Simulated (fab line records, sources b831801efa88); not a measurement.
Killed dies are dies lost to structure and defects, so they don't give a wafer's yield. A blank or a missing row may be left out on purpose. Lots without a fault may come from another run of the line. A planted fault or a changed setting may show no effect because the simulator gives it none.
Split-lot experiment | flow sfq_line | 5 lots, 23 wafers read, on a route of 325 steps

THE SPLIT
At SFQ_TRILAYER_M7_LITHO_COAT_177 (resist thk 600 nm), the setting spin_rpm was moved away from the recipe's 3000 rpm on 5 of the 23 wafers read, by -4.9% to +7.3%. The other wafers ran this setting at the recipe's value.

The reading is taken at the split's own step.

THE READING
KrF_of_TRILAYER_M7_LITHO_COAT_177.thk_nm (the simulator's own value, which no gauge read), in nm, at SFQ_TRILAYER_M7_LITHO_COAT_177 (resist thk 600 nm). The file gives no usual value for it. The 18 wafers here that ran the recipe average 599.6 nm, standard deviation 2 nm.

wafer  | tool, chamber at the split | spin_rpm as run, rpm | against the recipe | KrF_of_TRILAYER_M7_LITHO_COAT_177.thk_nm, nm | against lot-mates on the recipe
L074.1 | litho_track-02, 0          | 2852                 | -4.9%              | 612.5                                        | +15.9
L074.2 | litho_track-02, 0          | 3000                 | recipe             | 595.9                                        | -
L074.3 | litho_track-02, 0          | 2852                 | -4.9%              | 612.3                                        | +15.7
L074.5 | litho_track-02, 0          | 3000                 | recipe             | 595.5                                        | -
L074.6 | litho_track-02, 0          | 3000                 | recipe             | 598.5                                        | -
L078.1 | litho_track-04, 0          | 3000                 | recipe             | 599.9                                        | -
L078.3 | litho_track-04, 0          | 3000                 | recipe             | 600.2                                        | -
L078.4 | litho_track-04, 0          | 3000                 | recipe             | 598.5                                        | -
L078.5 | litho_track-04, 0          | 3000                 | recipe             | 599.3                                        | -
L078.6 | litho_track-04, 0          | 3000                 | recipe             | 601.1                                        | -
L079.1 | litho_track-01, 0          | 3000                 | recipe             | 603.1                                        | -
L079.4 | litho_track-01, 0          | 3000                 | recipe             | 603.1                                        | -
L079.2 | litho_track-01, 0          | 3000                 | recipe             | 601.4                                        | -
L082.1 | litho_track-01, 0          | 3220                 | +7.3%              | 578.2                                        | -21.1
L082.2 | litho_track-01, 0          | 3000                 | recipe             | 598                                          | -
L082.3 | litho_track-01, 0          | 3220                 | +7.3%              | 579.7                                        | -19.6
L082.5 | litho_track-01, 0          | 3220                 | +7.3%              | 579.3                                        | -20.1
L082.6 | litho_track-01, 0          | 3000                 | recipe             | 600.7                                        | -
L083.1 | litho_track-01, 0          | 3000                 | recipe             | 598.1                                        | -
L083.2 | litho_track-01, 0          | 3000                 | recipe             | 599.1                                        | -
L083.4 | litho_track-01, 0          | 3000                 | recipe             | 600.4                                        | -
L083.5 | litho_track-01, 0          | 3000                 | recipe             | 600.8                                        | -
L083.6 | litho_track-01, 0          | 3000                 | recipe             | 600                                          | -

THE FIT
A straight line over all 23 wafers: KrF_of_TRILAYER_M7_LITHO_COAT_177.thk_nm changes by -2.75 nm for each +1% of spin_rpm; r = -0.98; the points scatter about the line by 1.9 nm.
The same after taking each lot's own level away (the mean of its wafers on the recipe; 23 wafers): -2.88 nm for each +1%; r = -0.99; scatter 1.1 nm.
On that fit, the largest move of spin_rpm shifts the reading by 21 nm.
The lots' own levels span 596.63 to 602.53 nm, that is 3.0 times the standard deviation above.
So the lot-to-lot level changes the slope little: the two slopes agree.
Check: with one of the wafers moved furthest among these (+7.3%) left out of the fit, the line predicts -20.8 nm for it against its lot-mates. It came out at -21.1 nm against them.

OTHER SPLITS ON THESE WAFERS
These wafers also went through other splits before the reading. Each is held against what the fit with the lots' levels taken away leaves over:
other split on the same wafers                    | wafers away from the commonest value | r with KrF_of_TRILAYER_M7_LITHO_COAT_177.thk_nm (lot level and that fit taken away)
SFQ_TRILAYER_I5_LITHO_COAT_144 spin_rpm           | 7                                    | +0.05
SFQ_TRILAYER_C5_LITHO_COAT_151 spin_rpm           | 5                                    | +0.04
SFQ_TRILAYER_C5_BARC_OPEN_VIA_ETCH_210 source_w   | 9                                    | -0.04
SFQ_TRILAYER_M6_LITHO_COAT_159 resist_thk_nm      | 7                                    | +0.35
SFQ_TRILAYER_I6_VIA_LITHO_COAT_174 resist_thk_nm  | 7                                    | -0.03
SFQ_TRILAYER_I6_VIA_BARC_OPEN_VIA_ETCH_235 bias_w | 7                                    | -0.09

THE FILE'S OWN FIT
KrF_of_TRILAYER_M7_LITHO_COAT_177.thk_nm changes by -2.9 nm for each +1% of spin_rpm, r = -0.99.
